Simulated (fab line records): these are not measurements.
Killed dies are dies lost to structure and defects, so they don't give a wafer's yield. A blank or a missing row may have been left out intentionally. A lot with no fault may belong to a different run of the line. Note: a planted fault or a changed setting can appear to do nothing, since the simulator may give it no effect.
Chamber matching / flow gf180mcu / GF_CONTACT_CMP_27 on cmp-01 has 4 sister chambers
The step polishes, stops on SiO2, t overpolish 15 s, target thk 0 nm. 14 wafers are shown with their chamber, then 7 later ones without.

== WAFERS PAIRED WITH THEIR CHAMBERS ==
wafer=L626.1; chamber=1; motor-current-A (A)=10.0; time-to-endpoint-s (s)=76.8; overpolish-run-s (s)=14.993
wafer=L626.4; chamber=3; motor-current-A (A)=12.4; time-to-endpoint-s (s)=78.3; overpolish-run-s (s)=15.021
wafer=L626.5; chamber=1; motor-current-A (A)=9.7; time-to-endpoint-s (s)=77.2; overpolish-run-s (s)=14.987
wafer=L628.1; chamber=2; motor-current-A (A)=11.4; time-to-endpoint-s (s)=70.5; overpolish-run-s (s)=15.007
wafer=L628.3; chamber=1; motor-current-A (A)=9.6; time-to-endpoint-s (s)=71.5; overpolish-run-s (s)=14.996
wafer=L628.5; chamber=3; motor-current-A (A)=12.0; time-to-endpoint-s (s)=72.7; overpolish-run-s (s)=15.002
wafer=L632.1; chamber=2; motor-current-A (A)=11.3; time-to-endpoint-s (s)=73.0; overpolish-run-s (s)=14.995
wafer=L632.2; chamber=1; motor-current-A (A)=10.6; time-to-endpoint-s (s)=72.0; overpolish-run-s (s)=15.007
wafer=L632.5; chamber=1; motor-current-A (A)=10.4; time-to-endpoint-s (s)=74.1; overpolish-run-s (s)=14.995
wafer=L635.3; chamber=3; motor-current-A (A)=12.1; time-to-endpoint-s (s)=74.6; overpolish-run-s (s)=14.981
wafer=L635.4; chamber=1; motor-current-A (A)=9.9; time-to-endpoint-s (s)=73.1; overpolish-run-s (s)=15.007
wafer=L635.6; chamber=2; motor-current-A (A)=11.5; time-to-endpoint-s (s)=71.8; overpolish-run-s (s)=14.997
wafer=L647.1; chamber=3; motor-current-A (A)=11.6; time-to-endpoint-s (s)=68.9; overpolish-run-s (s)=14.983
wafer=L647.5; chamber=0; motor-current-A (A)=13.2; time-to-endpoint-s (s)=67.6; overpolish-run-s (s)=14.985

SIGNATURES (averages over the wafers above)
reading=motor-current-A; chamber 0=13.200; chamber 1=10.033; chamber 2=11.400; chamber 3=12.025; scatter within a chamber=0.335
reading=time-to-endpoint-s; chamber 0=67.600; chamber 1=74.117; chamber 2=71.767; chamber 3=73.625; scatter within a chamber=2.8
reading=overpolish-run-s; chamber 0=14.98500; chamber 1=14.99750; chamber 2=14.99967; chamber 3=14.99675; scatter within a chamber=0.0121
Rule: a wafer lies at a distance from a chamber equal to the root of the sum of squares, over the readings, of (its reading less the chamber's mean, divided by the reading's scatter). The wafer belongs to the nearest chamber; if the next one is less than 2 further off, it can't be placed. The scatter: the root of (the sum of the squares of (reading less its chamber's mean) over the shown wafers, divided by (wafers less chambers)).

== WAFERS WITH NO CHAMBER GIVEN ==
wafer=L647.6; motor-current-A (A)=13.0; time-to-endpoint-s (s)=75.6; overpolish-run-s (s)=15.007
wafer=L648.3; motor-current-A (A)=11.2; time-to-endpoint-s (s)=79.5; overpolish-run-s (s)=14.996
wafer=L648.5; motor-current-A (A)=11.5; time-to-endpoint-s (s)=76.8; overpolish-run-s (s)=15.018
wafer=L648.6; motor-current-A (A)=9.9; time-to-endpoint-s (s)=72.5; overpolish-run-s (s)=15.014
wafer=L649.2; motor-current-A (A)=11.0; time-to-endpoint-s (s)=73.2; overpolish-run-s (s)=14.988
wafer=L649.4; motor-current-A (A)=12.2; time-to-endpoint-s (s)=74.7; overpolish-run-s (s)=15.008
wafer=L649.5; motor-current-A (A)=12.9; time-to-endpoint-s (s)=71.7; overpolish-run-s (s)=15.006

== WHICH CHAMBER EACH ONE RAN IN ==
wafer=L647.6; from the rows above=can't be placed: 3 or 0 or 2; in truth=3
wafer=L648.3; from the rows above=can't be placed: 2 or 3 or 1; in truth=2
wafer=L648.5; from the rows above=can't be placed: 2 or 3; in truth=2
wafer=L648.6; from the rows above=1; in truth=1
wafer=L649.2; from the rows above=can't be placed: 2 or 1 or 3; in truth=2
wafer=L649.4; from the rows above=can't be placed: 3 or 2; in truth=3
wafer=L649.5; from the rows above=can't be placed: 0 or 3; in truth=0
Correct placement for 1 of the 7. From these rows, 6 cannot be placed; in 6 the true chamber is one of the candidates. Wrongly placed: 0.
